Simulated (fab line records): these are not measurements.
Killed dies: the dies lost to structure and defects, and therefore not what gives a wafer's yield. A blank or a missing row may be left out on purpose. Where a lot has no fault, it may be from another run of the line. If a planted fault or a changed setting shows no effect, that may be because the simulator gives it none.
fab line records	flow sky130
record lots=24	wafers=72	last_day=50
route steps=708 shown METAL1@434 METAL2@487 VIA3@585 PASSIVATION@684 PAD_OPEN@702
lots that met no fault: taken from a fault-free run of the same line
start_h: the number of hours between the record's first day and the start of the first shown wafer of the lot	wait_h: how many hours have passed since the lot's step before this one	" the same as in the row above	L1.1+2: several wafers, shown together as one row	- either no value or no given start	* or withheld: withheld	< > ~ a bound
route shown NAME@n: names a module that has steps shown in the file, with the first one's number in the route	usual: average and standard deviation across the fault-free wafers	same: alike in all rows	chamber/n: place in a boat	sites: the reading at each site	_std_site: the values' standard deviation	_edge_site: mean of outer sites minus mean of inner sites	radius_mm: for every site, how far away it sits from the centre of the wafer	mask NAME#n: copy n	behind: the last tool/chamber to shape the wafer	hold: what put the lot on hold/how long, in hours/how the hold closed	device: the n, p or np transistor that did not switch	end of line: the tests these same wafers got at the end of their route	a step with no rows: only its recipe	killed: not the wafer's yield, but the dies lost to structure and defects at the first sort	map: a wafer's dies, x killed, . not, _ none there
set.NAME: the setting the step ran with; set.NAME@STEP: the setting that earlier step ran with	model.NAME: the simulator's own value behind a step, which no gauge read
one table for each step of the route and one row for each wafer, over a sample of lots
services: the hour from which a tool's chamber was out of use, counted from the record's first day as start_h (under 0 if before that day), plus the number of hours and why
## steps
# step SKY_METAL1_SPUTTER_00
# recipe material=Ti	target_thk_nm=15	power_w=3000	time_s=10	chamber_pressure_pa=0.4
# usual throttle_valve_pct=30.1/1.3
lot.wafer	tool	chamber	start_h	wait_h	throttle_valve_pct
L074.1	pvd_sputter-04	-	731.39	0.1	30.1
L074.3	"	-	"	"	29.8
L074.6	"	-	"	"	29.9
L075.2	pvd_sputter-01	-	737.36	0.1	31.4
L075.3	"	-	"	"	31.1
L075.6	"	-	"	"	31.3
L076.2	pvd_sputter-04	-	748.30	0.2	27.6
L076.4	"	-	"	"	30.2
L076.6	"	-	"	"	27.5
L077.2	pvd_sputter-04	-	761.03	0.1	29.8
L077.4	"	-	"	"	30.4
L077.6	"	-	"	"	29.7
L078.2	pvd_sputter-02	-	762.92	0.1	30.1
L078.4	"	-	"	"	33.5
L078.5	"	-	"	"	30.6
L079.2	pvd_sputter-04	-	776.56	0.1	27.4
L079.3	"	-	"	"	30.1
L079.6	"	-	"	"	30.3
L080.2	pvd_sputter-02	-	787.93	0.2	29.9
L080.5	"	-	"	"	30.9
L080.6	"	-	"	"	30.2
L081.2	pvd_sputter-01	-	792.18	0.1	31.0
L081.3	"	-	"	"	29.5
L081.6	"	-	"	"	29.7
L082.1	pvd_sputter-02	-	798.13	0.2	30.2
L082.2	"	-	"	"	33.6
L082.3	"	-	"	"	30.4
L083.1	pvd_sputter-04	-	809.53	0.2	29.6
L083.2	"	-	"	"	29.6
L083.6	"	-	"	"	29.9
L084.1	pvd_sputter-01	-	814.91	0.2	30.9
L084.2	"	-	"	"	29.5
L084.3	"	-	"	"	29.3
L085.2	pvd_sputter-02	-	819.16	0.2	30.1
L085.3	"	-	"	"	30.9
L085.6	"	-	"	"	33.0
L086.2	pvd_sputter-02	-	828.53	0.2	30.7
L086.4	"	-	"	"	33.3
L086.6	"	-	"	"	30.1
L087.3	pvd_sputter-01	-	838.73	0.2	29.7
L087.5	"	-	"	"	29.4
L087.6	"	-	"	"	29.8
L088.1	pvd_sputter-04	-	850.57	0.2	29.6
L088.3	"	-	"	"	30.5
L088.6	"	-	"	"	30.0
L089.1	pvd_sputter-02	-	860.21	0.2	30.9
L089.3	"	-	"	"	30.0
L089.5	"	-	"	"	33.3
L090.3	pvd_sputter-02	-	869.41	0.1	30.0
L090.5	"	-	"	"	30.3
L090.6	"	-	"	"	31.1
L091.2	pvd_sputter-01	-	882.19	0.1	31.1
L091.3	"	-	"	"	29.8
L091.5	"	-	"	"	29.5
L092.2	pvd_sputter-04	-	884.28	0.2	27.6
L092.3	"	-	"	"	29.7
L092.6	"	-	"	"	30.5
L093.2	pvd_sputter-01	-	889.40	0.2	29.4
L093.5	"	-	"	"	29.6
L093.6	"	-	"	"	29.5
L094.1	pvd_sputter-01	-	892.62	0.2	29.9
L094.4	"	-	"	"	31.0
L094.5	"	-	"	"	31.1
L095.2	pvd_sputter-04	-	898.81	0.1	29.9
L095.4	"	-	"	"	29.6
L095.5	"	-	"	"	30.3
L097.1	pvd_sputter-04	-	906.91	0.2	30.0
L097.3	"	-	"	"	27.6
L097.6	"	-	"	"	29.7
L096.1	pvd_sputter-04	-	909.97	0.2	29.9
L096.5	"	-	"	"	29.5
L096.6	"	-	"	"	27.4
# step SKY_METAL2_SPUTTER_04
# recipe material=TiN	target_thk_nm=70	power_w=6500	time_s=58.3	chamber_pressure_pa=0.4
# usual throttle_valve_pct=30.5/1.3
lot.wafer	tool	chamber	start_h	wait_h	throttle_valve_pct
L074.1	pvd_sputter-03	-	787.97	0.0	31.4
L074.3	"	-	"	"	29.4
L074.6	"	-	"	"	30.6
L075.2	pvd_sputter-02	-	793.95	0.0	33.3
L075.3	"	-	"	"	30.7
L075.6	"	-	"	"	30.4
L076.2	pvd_sputter-02	-	804.81	0.0	30.3
L076.4	"	-	"	"	30.2
L076.6	"	-	"	"	30.2
L077.2	pvd_sputter-02	-	817.58	0.0	30.1
L077.4	"	-	"	"	30.3
L077.6	"	-	"	"	30.0
L078.2	pvd_sputter-01	-	818.80	0.0	29.6
L078.4	"	-	"	"	31.1
L078.5	"	-	"	"	30.0
L079.2	pvd_sputter-02	-	832.25	0.0	30.3
L079.3	"	-	"	"	33.3
L079.6	"	-	"	"	31.0
L080.2	pvd_sputter-02	-	843.99	0.0	30.3
L080.5	"	-	"	"	30.6
L080.6	"	-	"	"	30.9
L081.2	pvd_sputter-03	-	847.43	0.0	28.7
L081.3	"	-	"	"	31.3
L081.6	"	-	"	"	30.8
L082.1	pvd_sputter-02	-	854.31	0.0	33.3
L082.2	"	-	"	"	31.0
L082.3	"	-	"	"	30.5
L083.1	pvd_sputter-02	-	865.02	0.0	33.2
L083.2	"	-	"	"	30.4
L083.6	"	-	"	"	29.9
L084.1	pvd_sputter-02	-	870.39	0.0	30.9
L084.2	"	-	"	"	33.4
L084.3	"	-	"	"	30.0
L085.2	pvd_sputter-01	-	873.66	0.0	30.9
L085.3	"	-	"	"	29.8
L085.6	"	-	"	"	30.9
L086.2	pvd_sputter-01	-	883.79	0.0	29.5
L086.4	"	-	"	"	31.0
L086.6	"	-	"	"	30.8
L087.3	pvd_sputter-01	-	893.95	0.0	29.7
L087.5	"	-	"	"	29.4
L087.6	"	-	"	"	29.7
L088.1	pvd_sputter-03	-	905.38	0.0	30.7
L088.3	"	-	"	"	28.9
L088.6	"	-	"	"	29.1
L089.1	pvd_sputter-02	-	914.35	0.0	33.5
L089.3	"	-	"	"	29.9
L089.5	"	-	"	"	30.5
L090.3	pvd_sputter-02	-	922.95	0.0	30.4
L090.5	"	-	"	"	30.2
L090.6	"	-	"	"	30.5
L091.2	pvd_sputter-01	-	936.43	0.0	29.8
L091.3	"	-	"	"	31.1
L091.5	"	-	"	"	31.1
L092.2	pvd_sputter-03	-	938.13	0.0	28.5
L092.3	"	-	"	"	30.7
L092.6	"	-	"	"	30.7
L093.2	pvd_sputter-01	-	943.36	0.0	31.1
L093.5	"	-	"	"	31.1
L093.6	"	-	"	"	29.6
L094.1	pvd_sputter-03	-	945.65	0.0	31.7
L094.4	"	-	"	"	31.0
L094.5	"	-	"	"	29.1
L095.2	pvd_sputter-02	-	951.50	0.0	30.6
L095.4	"	-	"	"	33.8
L095.5	"	-	"	"	30.3
L097.1	pvd_sputter-03	-	959.07	0.0	31.6
L097.3	"	-	"	"	28.9
L097.6	"	-	"	"	28.4
L096.1	pvd_sputter-03	-	961.45	0.0	30.6
L096.5	"	-	"	"	31.7
L096.6	"	-	"	"	28.4
# step SKY_METAL2_DESCUM_17
# recipe chemistry=O2	source_power_w=150	bias_power_w=0	pressure_mtorr=10	temp_c=40	time_s=8
# usual drypump_motor_current_A=5.6/0.5	oes_product_au=0.996/0.011
lot.wafer	tool	chamber	start_h	wait_h	drypump_motor_current_A	oes_product_au	rf_hours_counter_h
L074.1	rie_metal-01	1	814.93	0.0	5.3	1.003	8
L074.3	"	1	"	"	5.2	0.997	-
L074.6	"	0	"	"	6.4	1.016	-
L075.2	rie_metal-04	1	820.33	0.0	4.9	1.007	3
L075.3	"	1	"	"	4.9	1.003	-
L075.6	"	1	"	"	4.9	1.002	-
L076.2	rie_metal-02	0	831.03	0.0	5.7	1.019	4
L076.4	"	1	"	"	5.4	0.995	-
L076.6	"	0	"	"	5.6	1.013	-
L077.2	rie_metal-04	0	844.10	0.0	5.5	0.989	9
L077.4	"	0	"	"	5.5	1.000	-
L077.6	"	1	"	"	4.9	1.007	-
L078.2	rie_metal-02	1	844.75	0.0	5.4	0.997	1
L078.4	"	1	"	"	5.4	0.980	-
L078.5	"	0	"	"	5.7	1.012	-
L079.2	rie_metal-01	0	858.14	0.0	6.4	1.001	-
L079.3	"	0	"	"	6.4	1.010	-
L079.6	"	0	"	"	6.4	1.008	-
L080.2	rie_metal-04	1	870.13	0.0	4.9	0.986	6
L080.5	"	0	"	"	5.5	0.985	-
L080.6	"	1	"	"	4.9	0.982	-
L081.2	rie_metal-01	0	872.58	0.0	6.3	1.013	17
L081.3	"	0	"	"	6.4	1.003	-
L081.6	"	1	"	"	5.2	1.005	-
L082.1	rie_metal-01	0	880.23	0.0	6.4	1.010	17
L082.2	"	1	"	"	5.3	0.997	10
L082.3	"	1	"	"	5.3	1.010	-
L083.1	rie_metal-02	0	890.68	0.0	5.7	1.007	6
L083.2	"	1	"	"	5.4	0.975	3
L083.6	"	0	"	"	5.7	1.009	-
L084.1	rie_metal-02	1	896.28	0.0	5.4	0.968	3
L084.2	"	0	"	"	5.6	1.008	6
L084.3	"	0	"	"	5.7	1.001	-
L085.2	rie_metal-04	1	899.63	0.0	4.9	0.989	7
L085.3	"	1	"	"	4.9	0.989	-
L085.6	"	0	"	"	5.5	0.970	-
L086.2	rie_metal-04	1	909.58	0.0	4.9	0.992	7
L086.4	"	0	"	"	5.5	0.978	-
L086.6	"	1	"	"	4.9	0.991	-
L087.3	rie_metal-01	1	919.34	0.0	5.3	1.001	-
L087.5	"	0	"	"	6.4	1.002	-
L087.6	"	1	"	"	5.3	1.007	-
L088.1	rie_metal-02	1	930.68	0.0	5.4	0.970	5
L088.3	"	0	"	"	5.7	1.000	-
L088.6	"	0	"	"	5.7	0.997	-
L089.1	rie_metal-04	0	938.98	0.0	5.6	1.007	13
L089.3	"	1	"	"	4.9	0.998	-
L089.5	"	0	"	"	5.5	0.992	-
L090.3	rie_metal-01	0	947.39	0.0	6.4	1.000	-
L090.5	"	1	"	"	5.3	0.996	-
L090.6	"	0	"	"	6.4	1.001	-
L091.2	rie_metal-01	0	960.88	0.0	6.3	0.997	3
L091.3	"	1	"	"	5.3	0.995	-
L091.5	"	0	"	"	6.4	1.006	-
L092.2	rie_metal-01	0	962.60	0.0	6.4	0.992	3
L092.3	"	1	"	"	5.3	0.994	-
L092.6	"	0	"	"	6.4	0.999	-
L093.2	rie_metal-01	0	968.33	0.0	6.4	0.999	3
L093.5	"	0	"	"	6.4	1.007	-
L093.6	"	1	"	"	5.3	0.996	-
L094.1	rie_metal-02	0	969.58	0.0	5.7	1.006	11
L094.4	"	0	"	"	5.7	1.002	-
L094.5	"	0	"	"	5.7	0.992	-
L095.2	rie_metal-01	0	975.48	0.0	6.3	1.005	4
L095.4	"	0	"	"	6.3	1.004	-
L095.5	"	1	"	"	5.3	1.007	-
L097.1	rie_metal-04	0	983.18	0.0	5.5	0.985	16
L097.3	"	0	"	"	5.5	0.982	-
L097.6	"	1	"	"	4.9	0.993	-
L096.1	rie_metal-01	1	986.33	0.0	5.3	0.997	16
L096.5	"	0	"	"	6.4	1.008	-
L096.6	"	1	"	"	5.3	0.995	-
# step SKY_VIA3_CD_MEAS_12
# recipe target_cd_nm=200
# usual cd_nm=199.9/1.7
lot.wafer	tool	chamber	start_h	wait_h	cd_nm
L074.1	cd_sem-02	-	923.14	-	198.4
L074.3	"	-	"	"	199.4
L074.6	"	-	"	"	198.2
L075.2	cd_sem-01	-	929.64	-	200.6
L075.3	"	-	"	"	200.5
L075.6	"	-	"	"	198.7
L076.2	cd_sem-01	-	938.46	-	200.6
L076.4	"	-	"	"	200.5
L076.6	"	-	"	"	200.9
L077.2	cd_sem-01	-	949.61	-	199.5
L077.4	"	-	"	"	197.4
L077.6	"	-	"	"	195.9
L078.2	cd_sem-01	-	950.79	-	200.0
L078.4	"	-	"	"	199.8
L078.5	"	-	"	"	199.5
L079.2	cd_sem-02	-	963.34	-	198.1
L079.3	"	-	"	"	199.5
L079.6	"	-	"	"	200.8
L080.2	cd_sem-01	-	974.50	-	202.2
L080.5	"	-	"	"	200.1
L080.6	"	-	"	"	200.9
L081.2	cd_sem-02	-	977.09	-	197.6
L081.3	"	-	"	"	198.3
L081.6	"	-	"	"	199.3
L082.1	cd_sem-01	-	984.52	-	200.4
L082.2	"	-	"	"	199.7
L082.3	"	-	"	"	201.1
L083.1	cd_sem-01	-	993.13	-	198.5
L083.2	"	-	"	"	198.4
L083.6	"	-	"	"	199.4
L084.1	cd_sem-02	-	999.38	-	199.3
L084.2	"	-	"	"	200.3
L084.3	"	-	"	"	199.7
L085.2	cd_sem-02	-	1001.41	-	200.5
L085.3	"	-	"	"	201.2
L085.6	"	-	"	"	201.8
L086.2	cd_sem-02	-	1010.80	-	201.9
L086.4	"	-	"	"	203.0
L086.6	"	-	"	"	202.5
L087.3	cd_sem-02	-	1020.33	-	202.7
L087.5	"	-	"	"	201.8
L087.6	"	-	"	"	201.7
L088.1	cd_sem-01	-	1030.74	-	200.6
L088.3	"	-	"	"	201.5
L088.6	"	-	"	"	199.7
L089.1	cd_sem-02	-	1038.34	-	198.4
L089.3	"	-	"	"	199.3
L089.5	"	-	"	"	198.7
L090.3	cd_sem-02	-	1044.98	-	199.1
L090.5	"	-	"	"	197.9
L090.6	"	-	"	"	199.5
L091.2	cd_sem-02	-	1058.09	-	199.6
L091.3	"	-	"	"	200.7
L091.5	"	-	"	"	200.8
L092.2	cd_sem-01	-	1059.10	-	196.1
L092.3	"	-	"	"	195.9
L092.6	"	-	"	"	195.5
L093.2	cd_sem-02	-	1064.79	-	200.6
L093.5	"	-	"	"	202.9
L093.6	"	-	"	"	203.3
L094.1	cd_sem-01	-	1065.23	-	200.9
L094.4	"	-	"	"	201.9
L094.5	"	-	"	"	201.0
L095.2	cd_sem-02	-	1071.24	-	202.0
L095.4	"	-	"	"	202.2
L095.5	"	-	"	"	201.8
L097.1	cd_sem-02	-	1076.87	-	200.7
L097.3	"	-	"	"	200.7
L097.6	"	-	"	"	198.8
L096.1	cd_sem-02	-	1079.02	-	200.0
L096.5	"	-	"	"	200.2
L096.6	"	-	"	"	197.5
# step SKY_PASSIVATION_THK_MEAS_03
# recipe reads=Si3N4_of_PASSIVATION_CVD_02
# usual PASSIVATION_CVD_02_THK=542/8.7
lot.wafer	tool	chamber	start_h	wait_h	PASSIVATION_CVD_02_THK[nm]
L074.1	film_metro-01	-	1023.94	-	532
L074.3	"	-	"	"	519
L074.6	"	-	"	"	538
L075.2	film_metro-02	-	1031.24	-	528
L075.3	"	-	"	"	530
L075.6	"	-	"	"	539
L076.2	film_metro-02	-	1040.05	-	524
L076.4	"	-	"	"	536
L076.6	"	-	"	"	538
L077.2	film_metro-03	-	1047.56	-	531
L077.4	"	-	"	"	543
L077.6	"	-	"	"	546
L078.2	film_metro-01	-	1049.91	-	544
L078.4	"	-	"	"	550
L078.5	"	-	"	"	553
L079.2	film_metro-01	-	1061.71	-	542
L079.3	"	-	"	"	549
L079.6	"	-	"	"	549
L080.2	film_metro-01	-	1070.94	-	529
L080.5	"	-	"	"	532
L080.6	"	-	"	"	533
L081.2	film_metro-02	-	1073.74	-	546
L081.3	"	-	"	"	533
L081.6	"	-	"	"	551
L082.1	film_metro-01	-	1078.80	-	551
L082.2	"	-	"	"	534
L082.3	"	-	"	"	542
L083.1	film_metro-01	-	1086.40	-	537
L083.2	"	-	"	"	531
L083.6	"	-	"	"	536
L084.1	film_metro-02	-	1093.02	-	550
L084.2	"	-	"	"	546
L084.3	"	-	"	"	557
L085.2	film_metro-01	-	1095.01	-	539
L085.3	"	-	"	"	535
L085.6	"	-	"	"	547
L086.2	film_metro-03	-	1103.35	-	534
L086.4	"	-	"	"	544
L086.6	"	-	"	"	546
L087.3	film_metro-01	-	1111.31	-	525
L087.5	"	-	"	"	540
L087.6	"	-	"	"	531
L088.1	film_metro-01	-	1121.74	-	535
L088.3	"	-	"	"	545
L088.6	"	-	"	"	547
L089.1	film_metro-03	-	1126.50	-	539
L089.3	"	-	"	"	539
L089.5	"	-	"	"	538
L090.3	film_metro-03	-	1134.75	-	533
L090.5	"	-	"	"	551
L090.6	"	-	"	"	541
L091.2	film_metro-01	-	1144.72	-	540
L091.3	"	-	"	"	544
L091.5	"	-	"	"	549
L092.2	film_metro-01	-	1146.00	-	557
L092.3	"	-	"	"	544
L092.6	"	-	"	"	564
L093.2	film_metro-03	-	1149.29	-	537
L093.5	"	-	"	"	545
L093.6	"	-	"	"	556
L094.1	film_metro-02	-	1150.73	-	537
L094.4	"	-	"	"	547
L094.5	"	-	"	"	540
L095.2	film_metro-03	-	1156.20	-	522
L095.4	"	-	"	"	541
L095.5	"	-	"	"	545
L097.1	film_metro-01	-	1161.10	-	540
L097.3	"	-	"	"	549
L097.6	"	-	"	"	557
L096.1	film_metro-01	-	1162.58	-	547
L096.5	"	-	"	"	553
L096.6	"	-	"	"	552
# step SKY_PAD_OPEN_STRIP_08
# recipe chemistry=O2/N2	power_w=1400	pressure_mtorr=1500	platen_temp_c=withheld	overash_fraction=0.7	o2_flow_sccm=3000	n2_flow_sccm=300
# usual drypump_motor_current_A=5.7/0.42	n2_flow_sccm=300.1/0.83	oes_product_au=0.663/0.0045	strip_time_to_endpoint_s=37.08/0.11
lot.wafer	tool	chamber	start_h	wait_h	drypump_motor_current_A	n2_flow_sccm	oes_product_au	rf_hours_counter_h	strip_time_to_endpoint_s
L074.1	plasma_asher-01	0	1067.08	0.1	6.1	299.0	0.665	96	36.96
L074.3	"	0	"	"	6.1	300.2	0.662	-	36.96
L074.6	"	1	"	"	5.6	299.7	0.665	-	36.95
L075.2	plasma_asher-01	1	1074.31	0.1	5.6	300.2	0.661	97	37.33
L075.3	"	0	"	"	6.1	299.7	0.668	-	37.25
L075.6	"	0	"	"	6.1	299.0	0.675	-	37.14
L076.2	plasma_asher-01	1	1082.08	0.1	5.5	299.3	0.660	97	37.13
L076.4	"	0	"	"	6.1	300.7	0.664	-	37.15
L076.6	"	0	"	"	6.2	299.9	0.664	-	37.09
L077.2	plasma_asher-04	0	1089.33	0.1	6.1	300.5	0.662	63	37.37
L077.4	"	1	"	"	5.5	300.8	0.662	-	37.18
L077.6	"	0	"	"	6.1	299.2	0.670	-	37.20
L078.2	plasma_asher-02	1	1092.01	0.1	4.8	300.4	0.657	3	36.83
L078.4	"	0	"	"	5.8	298.8	0.669	-	37.00
L078.5	"	0	"	"	5.7	299.3	0.662	-	36.97
L079.2	plasma_asher-04	1	1102.98	0.1	5.5	301.6	0.661	64	37.23
L079.3	"	0	"	"	6.1	300.3	0.659	-	37.17
L079.6	"	0	"	"	6.2	299.5	0.667	-	37.22
L080.2	plasma_asher-02	0	1111.18	0.1	5.7	299.9	0.665	5	37.01
L080.5	"	0	"	"	5.7	298.5	0.667	-	37.12
L080.6	"	1	"	"	4.8	301.0	0.662	-	37.12
L081.2	plasma_asher-01	0	1113.88	0.1	6.2	301.0	0.664	100	37.07
L081.3	"	0	"	"	6.1	300.0	0.655	-	37.14
L081.6	"	1	"	"	5.5	299.2	0.654	-	37.13
L082.1	plasma_asher-02	0	1118.86	0.1	5.8	300.7	0.660	5	36.88
L082.2	"	1	"	"	4.8	298.6	0.663	5	37.09
L082.3	"	0	"	"	5.8	298.3	0.667	-	37.12
L083.1	plasma_asher-01	0	1125.58	0.1	6.2	300.4	0.666	101	37.18
L083.2	"	1	"	"	5.6	301.2	0.656	101	37.21
L083.6	"	0	"	"	6.2	298.5	0.664	-	37.06
L084.1	plasma_asher-04	1	1132.38	0.1	5.5	300.1	0.664	67	37.08
L084.2	"	0	"	"	6.1	298.7	0.658	67	36.95
L084.3	"	1	"	"	5.5	301.2	0.666	-	37.04
L085.2	plasma_asher-01	1	1134.36	0.1	5.6	299.9	0.668	102	37.09
L085.3	"	0	"	"	6.1	300.1	0.666	-	37.03
L085.6	"	0	"	"	6.1	300.1	0.653	-	37.04
L086.2	plasma_asher-01	0	1141.76	0.1	6.1	301.2	0.664	103	37.18
L086.4	"	0	"	"	6.1	301.4	0.661	-	37.09
L086.6	"	0	"	"	6.1	300.0	0.658	-	37.09
L087.3	plasma_asher-04	0	1148.56	0.1	6.2	298.9	0.665	-	37.02
L087.5	"	0	"	"	6.2	300.0	0.665	-	37.01
L087.6	"	1	"	"	5.5	301.4	0.662	-	37.04
L088.1	plasma_asher-02	1	1158.76	0.1	4.8	299.2	0.656	9	37.01
L088.3	"	0	"	"	5.8	300.1	0.660	-	36.90
L088.6	"	1	"	"	4.9	300.8	0.665	-	36.91
L089.1	plasma_asher-01	0	1163.28	0.1	6.1	300.6	0.666	105	37.03
L089.3	"	0	"	"	6.1	300.1	0.661	-	37.00
L089.5	"	0	"	"	6.1	300.4	0.659	-	37.12
L090.3	plasma_asher-02	1	1170.36	0.1	4.8	300.3	0.660	-	37.17
L090.5	"	1	"	"	4.8	300.2	0.671	-	37.05
L090.6	"	0	"	"	5.8	300.3	0.666	-	37.07
L091.2	plasma_asher-04	0	1179.93	0.1	6.2	300.2	0.659	71	37.06
L091.3	"	1	"	"	5.5	298.8	0.661	-	36.98
L091.5	"	0	"	"	6.2	300.3	0.673	-	37.10
L092.2	plasma_asher-01	0	1179.96	0.1	6.1	299.5	0.669	107	37.20
L092.3	"	1	"	"	5.6	299.7	0.658	-	37.18
L092.6	"	0	"	"	6.1	299.6	0.649	-	37.29
L093.2	plasma_asher-01	0	1183.38	0.1	6.1	300.0	0.670	107	37.17
L093.5	"	1	"	"	5.6	300.8	0.660	-	37.16
L093.6	"	0	"	"	6.1	299.7	0.660	-	37.28
L094.1	plasma_asher-01	1	1184.71	0.1	5.5	300.3	0.666	107	36.96
L094.4	"	0	"	"	6.1	300.0	0.657	-	36.98
L094.5	"	0	"	"	6.1	299.7	0.665	-	37.01
L095.2	plasma_asher-01	1	1189.83	0.1	5.6	301.3	0.660	108	36.93
L095.4	"	0	"	"	6.1	299.8	0.662	-	37.02
L095.5	"	1	"	"	5.6	301.1	0.662	-	37.01
L097.1	plasma_asher-02	1	1193.18	0.1	4.8	301.4	0.657	13	37.13
L097.3	"	0	"	"	5.8	300.8	0.669	-	37.08
L097.6	"	0	"	"	5.8	300.1	0.668	-	37.12
L096.1	plasma_asher-04	1	1195.28	0.1	5.5	300.0	0.656	73	36.91
L096.5	"	1	"	"	5.5	299.8	0.662	-	36.93
L096.6	"	0	"	"	6.2	300.9	0.669	-	37.03
## services
tool	chamber	start_h	hours	kind
rie_metal-02	-	725.02	2.8	pm
pvd_sputter-04	-	727.11	4.1	repair
rie_metal-01	-	770.47	2.8	pm
rie_metal-01	-	791.39	0.1	repair
pvd_sputter-02	-	802.46	1.1	repair
pvd_sputter-02	-	803.03	1.2	repair
pvd_sputter-02	-	811.89	4.4	repair
pvd_sputter-01	-	841.57	7.9	repair
rie_metal-01	1	843.33	21.0	repair
rie_metal-01	0	853.15	2.4	repair
rie_metal-04	-	868.36	0.9	repair
pvd_sputter-03	-	877.83	0.5	repair
pvd_sputter-03	-	929.30	0.9	repair
pvd_sputter-02	-	935.83	12.5	repair
rie_metal-01	-	965.96	0.9	repair
pvd_sputter-03	-	1006.96	2.2	repair
rie_metal-01	0	1011.47	2.8	repair
pvd_sputter-02	-	1027.40	8.6	repair
pvd_sputter-04	-	1055.98	5.3	repair
rie_metal-04	-	1076.69	2.8	pm
pvd_sputter-04	-	1091.96	14.1	repair
rie_metal-04	1	1115.03	23.9	repair
rie_metal-04	0	1131.14	47.5	repair
plasma_asher-01	-	1143.97	1.7	repair
## key
fault none
